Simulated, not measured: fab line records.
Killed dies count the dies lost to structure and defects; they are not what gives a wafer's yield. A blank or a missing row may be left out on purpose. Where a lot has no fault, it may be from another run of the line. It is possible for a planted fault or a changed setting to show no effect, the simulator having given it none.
Split-lot trial / flow sky130 / route with 708 steps; 5 lots, 23 wafers read

## ABOUT THE SPLIT
At SKY_NWELL_COAT_18 (resist thk 3000 nm), the setting resist thk nm was moved away from the recipe's 3000 nm on 4 of the 23 wafers read, by -2.8% to +2.5%. For the rest of the wafers, this setting stayed at what the recipe calls for.

The reading comes from the split's own step.

## THE READING
coat_of_NWELL_COAT_18.thk nm (the simulator's own value, which no gauge read), in nm, at SKY_NWELL_COAT_18 (resist thk 3000 nm). The file gives no usual value for it. Average 2999 nm, standard deviation 7.6 nm, over the 19 wafers here run with the recipe.

wafer=L074.1; tool, chamber at the split=litho track-03, 0; resist thk nm as run, nm=2915; against the recipe=-2.8%; coat_of_NWELL_COAT_18.thk nm, nm=2900; against lot-mates on the recipe=-95
wafer=L074.3; tool, chamber at the split=litho track-03, 0; resist thk nm as run, nm=3000; against the recipe=recipe; coat_of_NWELL_COAT_18.thk nm, nm=2993; against lot-mates on the recipe=-
wafer=L074.4; tool, chamber at the split=litho track-03, 0; resist thk nm as run, nm=3000; against the recipe=recipe; coat_of_NWELL_COAT_18.thk nm, nm=3002; against lot-mates on the recipe=-
wafer=L074.5; tool, chamber at the split=litho track-03, 0; resist thk nm as run, nm=2915; against the recipe=-2.8%; coat_of_NWELL_COAT_18.thk nm, nm=2906; against lot-mates on the recipe=-89
wafer=L074.6; tool, chamber at the split=litho track-03, 0; resist thk nm as run, nm=3000; against the recipe=recipe; coat_of_NWELL_COAT_18.thk nm, nm=2990; against lot-mates on the recipe=-
wafer=L079.1; tool, chamber at the split=litho track-02, 0; resist thk nm as run, nm=3000; against the recipe=recipe; coat_of_NWELL_COAT_18.thk nm, nm=2998; against lot-mates on the recipe=-
wafer=L079.3; tool, chamber at the split=litho track-02, 0; resist thk nm as run, nm=3076; against the recipe=+2.5%; coat_of_NWELL_COAT_18.thk nm, nm=3061; against lot-mates on the recipe=+68
wafer=L079.4; tool, chamber at the split=litho track-02, 0; resist thk nm as run, nm=3000; against the recipe=recipe; coat_of_NWELL_COAT_18.thk nm, nm=2990; against lot-mates on the recipe=-
wafer=L079.5; tool, chamber at the split=litho track-02, 0; resist thk nm as run, nm=3076; against the recipe=+2.5%; coat_of_NWELL_COAT_18.thk nm, nm=3071; against lot-mates on the recipe=+78
wafer=L079.6; tool, chamber at the split=litho track-02, 0; resist thk nm as run, nm=3000; against the recipe=recipe; coat_of_NWELL_COAT_18.thk nm, nm=2991; against lot-mates on the recipe=-
wafer=L081.2; tool, chamber at the split=litho track-02, 0; resist thk nm as run, nm=3000; against the recipe=recipe; coat_of_NWELL_COAT_18.thk nm, nm=3003; against lot-mates on the recipe=-
wafer=L081.3; tool, chamber at the split=litho track-02, 0; resist thk nm as run, nm=3000; against the recipe=recipe; coat_of_NWELL_COAT_18.thk nm, nm=2992; against lot-mates on the recipe=-
wafer=L081.4; tool, chamber at the split=litho track-02, 0; resist thk nm as run, nm=3000; against the recipe=recipe; coat_of_NWELL_COAT_18.thk nm, nm=2999; against lot-mates on the recipe=-
wafer=L081.5; tool, chamber at the split=litho track-02, 0; resist thk nm as run, nm=3000; against the recipe=recipe; coat_of_NWELL_COAT_18.thk nm, nm=3007; against lot-mates on the recipe=-
wafer=L081.6; tool, chamber at the split=litho track-02, 0; resist thk nm as run, nm=3000; against the recipe=recipe; coat_of_NWELL_COAT_18.thk nm, nm=3001; against lot-mates on the recipe=-
wafer=L084.1; tool, chamber at the split=litho track-03, 0; resist thk nm as run, nm=3000; against the recipe=recipe; coat_of_NWELL_COAT_18.thk nm, nm=3012; against lot-mates on the recipe=-
wafer=L084.2; tool, chamber at the split=litho track-03, 0; resist thk nm as run, nm=3000; against the recipe=recipe; coat_of_NWELL_COAT_18.thk nm, nm=3002; against lot-mates on the recipe=-
wafer=L084.4; tool, chamber at the split=litho track-03, 0; resist thk nm as run, nm=3000; against the recipe=recipe; coat_of_NWELL_COAT_18.thk nm, nm=3011; against lot-mates on the recipe=-
wafer=L084.5; tool, chamber at the split=litho track-03, 0; resist thk nm as run, nm=3000; against the recipe=recipe; coat_of_NWELL_COAT_18.thk nm, nm=3004; against lot-mates on the recipe=-
wafer=L084.6; tool, chamber at the split=litho track-03, 0; resist thk nm as run, nm=3000; against the recipe=recipe; coat_of_NWELL_COAT_18.thk nm, nm=3009; against lot-mates on the recipe=-
wafer=L085.2; tool, chamber at the split=litho track-03, 0; resist thk nm as run, nm=3000; against the recipe=recipe; coat_of_NWELL_COAT_18.thk nm, nm=2993; against lot-mates on the recipe=-
wafer=L085.3; tool, chamber at the split=litho track-03, 0; resist thk nm as run, nm=3000; against the recipe=recipe; coat_of_NWELL_COAT_18.thk nm, nm=2998; against lot-mates on the recipe=-
wafer=L085.6; tool, chamber at the split=litho track-03, 0; resist thk nm as run, nm=3000; against the recipe=recipe; coat_of_NWELL_COAT_18.thk nm, nm=2985; against lot-mates on the recipe=-

FIT RESULTS
A straight line over all 23 wafers: coat_of_NWELL_COAT_18.thk nm changes by +30.5 nm for each +1% of resist thk nm; r = +0.97; the points scatter about the line by 8.4 nm.
The same after taking each lot's own level away (the mean of its wafers on the recipe; 23 wafers): +30.8 nm for each +1%; r = +0.99; scatter 5.1 nm.
That fit puts the effect of the largest move of resist thk nm on the reading at 87 nm.
The span of the lots' own levels, 2992.0 to 3007.6 nm, comes to 2.1 times the standard deviation stated above.
The two slopes are in agreement: the lot-to-lot level therefore moves the slope only a little.
Check: with one of the wafers moved furthest among these (-2.8%) left out of the fit, the line predicts -85 nm for it against its lot-mates. Against them it came out at -95 nm.

## THESE WAFERS: OTHER SPLITS
Note: prior to the reading, these wafers also went through further splits. Each is held against what the fit with the lots' levels taken away leaves over:
other split on the same wafers=SKY_FIELD_ISO_OXIDATION_01 ox time s; wafers away from the commonest value=15; r with coat_of_NWELL_COAT_18.thk nm (lot level and that fit taken away)=+0.02
other split on the same wafers=SKY_FIELD_ISO_CVD_03 pressure mtorr; wafers away from the commonest value=15; r with coat_of_NWELL_COAT_18.thk nm (lot level and that fit taken away)=+0.09
other split on the same wafers=SKY_FIELD_ISO_EXPOSE_10 dose mj; wafers away from the commonest value=10; r with coat_of_NWELL_COAT_18.thk nm (lot level and that fit taken away)=-0.09
other split on the same wafers=SKY_FIELD_ISO_ETCH_14 source w; wafers away from the commonest value=6; r with coat_of_NWELL_COAT_18.thk nm (lot level and that fit taken away)=-0.01
other split on the same wafers=SKY_PWDE_IMPLANT_08 energy kev; wafers away from the commonest value=6; r with coat_of_NWELL_COAT_18.thk nm (lot level and that fit taken away)=-0.04

## THE WHOLE CHAIN: every reading that the file lists as answering this split, in the file's order
step=SKY_NWELL_COAT_18; what it does=resist thk 3000 nm; reading=coat_of_NWELL_COAT_18.thk nm (the simulator's own value, which no gauge read); change (the file's fit)=+30.8 nm for each +1% of the setting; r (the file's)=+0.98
step=SKY_NWELL_STRIP_25; what it does=strips in O2/N2; reading=strip time to endpoint s; change (the file's fit)=withheld for each +1% of the setting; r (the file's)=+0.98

## FILE'S OWN FIT
coat_of_NWELL_COAT_18.thk nm changes by +30.8 nm for each +1% of resist thk nm, r = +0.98.
